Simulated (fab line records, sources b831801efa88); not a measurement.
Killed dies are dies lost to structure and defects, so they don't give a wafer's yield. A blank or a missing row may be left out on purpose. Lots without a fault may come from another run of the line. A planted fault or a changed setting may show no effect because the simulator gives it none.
A struck lot beside a sound one | flow sky130 | 17 steps out of a route of 708
Sound: wafers L359.1, L359.5, L359.6. Struck: wafers L366.1, L366.2, L366.4. The cause comes at the end.
At each step with rows: each side's tool, then ch and its chambers, then its first start. Under that, the readings that differ: sound wafers | struck wafers | difference of the means | sigmas: that difference in standard deviations of wafers without a fault.
alike: readings whose means differ by less than 2 such deviations, and words and numbers that are the same on both sides. not compared: withheld readings, readings that some wafer has no value for, bounds like >300 that may hide the same value, and numbers for which the record gives no deviation and whose values overlap.
The two part at a step that has a row with sigmas, a row that says differs or no value, or rows on one side only. Numbers that don't overlap but have no deviation are shown without sigmas and don't part them. A reading that every wafer of one side lacks parts them only if that side has two wafers or more.

first, 2 steps without rows for these wafers: SKY_LOCAL_INTERCONNECT_PEB_09; SKY_LOCAL_INTERCONNECT_DEVELOP_10 (develop time 60 s).
SKY_LOCAL_INTERCONNECT_CD_MEAS_11: target cd 170 nm.
  sound on cd_sem-01, day 34 12:01; struck on cd_sem-01, day 36 09:16
  alike: cd_nm
SKY_LOCAL_INTERCONNECT_OVL_MEAS_12:
  sound on overlay-02, day 34 12:08; struck on overlay-02, day 36 09:23
  alike: LOCAL_INTERCONNECT_OVL
SKY_LOCAL_INTERCONNECT_ETCH_13: etches BARC in N2/H2, stops on SiO2, time 45.9 s, target depth 60 nm.
  sound on rie_metal-03 ch 0,1, day 34 12:10; struck on rie_metal-02 ch 0,1, day 36 09:25
  alike: chamber_pressure_mTorr, drypump_motor_current_A, oes_product_au, throttle_valve_pct
  not compared: rf_hours_counter_h
SKY_LOCAL_INTERCONNECT_METAL_ETCH_14: etches TiN in Cl2/BCl3, stops on PSG, target depth 110 nm, time 31.4 s.
  sound on rie_metal-03 ch 0,1, day 34 12:14; struck on rie_metal-02 ch 0,1, day 36 09:29
  alike: chamber_pressure_mTorr, drypump_motor_current_A, oes_product_au, throttle_valve_pct
  not compared: rf_hours_counter_h
SKY_LOCAL_INTERCONNECT_STRIP_15: strips in O2/N2.
  sound on plasma_asher-01 ch 0,1, day 34 12:17; struck on plasma_asher-03 ch 0,1, day 36 09:32
  alike: chamber_pressure_mTorr, drypump_motor_current_A, oes_product_au, strip_time_to_endpoint_s
  not compared: rf_hours_counter_h
then, 3 steps without rows for these wafers: SKY_LOCAL_INTERCONNECT_STRIP_16 (strips in post etch residue remover, time 1200 s); SKY_LOCAL_INTERCONNECT_CLEAN_17 (cleans in IPA, time 180 s); SKY_LOCAL_INTERCONNECT_CLEAN_18 (cleans in O3/DIW).
SKY_CONTACT_CVD_00: deposits Si3N4, target thk 75 nm.
  sound on pecvd-01 ch 0,1, day 34 12:53; struck on pecvd-03 ch 1,2, day 36 10:08
  alike: heater_power_w
SKY_CONTACT_THK_MEAS_01:
  sound on film_metro-01, day 34 12:55; struck on film_metro-04, day 36 10:10
  alike: CONTACT_CVD_00_THK
SKY_CONTACT_HDPCVD_02: deposits SiO2, target thk 565 nm, time 94.2 s.
  sound on hdpcvd-01 ch 0,1,2, day 34 12:59; struck on hdpcvd-01 ch 1,2, day 36 10:13
  reading                                     | sound             | struck            | difference | sigmas
  sih4_flow_sccm (sccm)                       | 59.80 60.36 60.06 | 71.99 72.22 72.02 | +12.00     | +67
  model.SiO2_of_CONTACT_HDPCVD_02.thk_nm (nm) | 557.3 562 568.2   | 687.1 681.2 683.2 | +121.3     |
SKY_CONTACT_THK_MEAS_03:
  sound on film_metro-03, day 34 13:03; struck on film_metro-04, day 36 10:19
  reading                 | sound       | struck      | difference | sigmas
  CONTACT_HDPCVD_THK (nm) | 557 562 568 | 688 681 683 | +122       | +22
SKY_CONTACT_CMP_04: polishes SiO2.
  sound on cmp-02 ch 1,2, day 34 13:10; struck on cmp-01 ch 0,1,2, day 36 10:26
  reading                | sound    | struck      | difference | sigmas
  time_to_endpoint_s (s) | 78 78 80 | 133 123 127 | +49        | +11
  alike: motor_current_A
SKY_CONTACT_BOW_MEAS_05:
  sound on film_metro-01, day 34 13:25; struck on film_metro-04, day 36 10:41
  alike: CONTACT_BOW
-- the record jumps here: 14 days lie between the struck wafers' starts before and after (it left off in module CONTACT and takes up again in module PAD_OPEN, whose first step shown is number 708 of the route) --
SKY_PAD_OPEN_PROBE_99:
  the record has rows for the struck wafers here (prober-01, day 50 06:04) and none for the sound ones

WHERE THEY PART
First at SKY_CONTACT_HDPCVD_02; last, within this record, at SKY_PAD_OPEN_PROBE_99.

WHY: what the simulator had put in
Process parameter drift: hdpcvd-01, from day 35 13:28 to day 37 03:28, at SKY_CONTACT_HDPCVD_02. Setting sih4_flow_sccm, moved by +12, from 60. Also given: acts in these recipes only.
